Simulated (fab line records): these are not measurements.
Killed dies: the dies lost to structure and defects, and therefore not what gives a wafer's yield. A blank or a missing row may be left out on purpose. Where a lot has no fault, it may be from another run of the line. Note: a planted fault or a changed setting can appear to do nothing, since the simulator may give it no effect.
Which tool did it? + flow gf180mcu + 21 wafers sampled from 7 lots at 1 step of a route of 602

WHAT EACH GAUGE READ, for each wafer
GF_V1_THK_MEAS_03.
| lot  | measured     | on           | V1_CVD_02_THK (nm) |
|------|--------------|--------------|--------------------|
| L880 | day 17 13:47 | filmMetro-02 | 827 841 830        |
| L882 | day 18 06:26 | filmMetro-01 | 844 842 857        |
| L884 | day 18 20:32 | filmMetro-03 | 847 866 870        |
| L889 | day 20 20:09 | filmMetro-02 | 847 852 851        |
| L892 | day 22 00:50 | filmMetro-01 | 833 836 849        |
| L899 | day 24 11:17 | filmMetro-01 | 837 851 844        |
| L901 | day 25 00:17 | filmMetro-03 | 862 869 876        |

EACH LOT AND THE TOOL THAT RAN IT (in order: tool; ch and the chambers of the sampled wafers; start)
Before these readings, the record contains no process step.

THE ANSWER, worked out from the rows above alone
Rule: what is usual is taken from the lots themselves. The widest of any qualifying gaps counts: lots, ordered by their means at a reading, are off when they make up no more than a third of the lots, leave a main group of 4 or more, and stand apart from it by 3 or more times the standard deviation of that group's means. The tables above print the reading to a certain number of digits; a main group whose means all agree to those digits is not used. A lot without any number at a reading at which 4 lots or more have one is off too. All remaining lots with rows at the step are treated as sound.
No lot is off on any of the readings shown, so nothing can be concluded from this.

WHAT THE SIMULATOR HAD PUT IN
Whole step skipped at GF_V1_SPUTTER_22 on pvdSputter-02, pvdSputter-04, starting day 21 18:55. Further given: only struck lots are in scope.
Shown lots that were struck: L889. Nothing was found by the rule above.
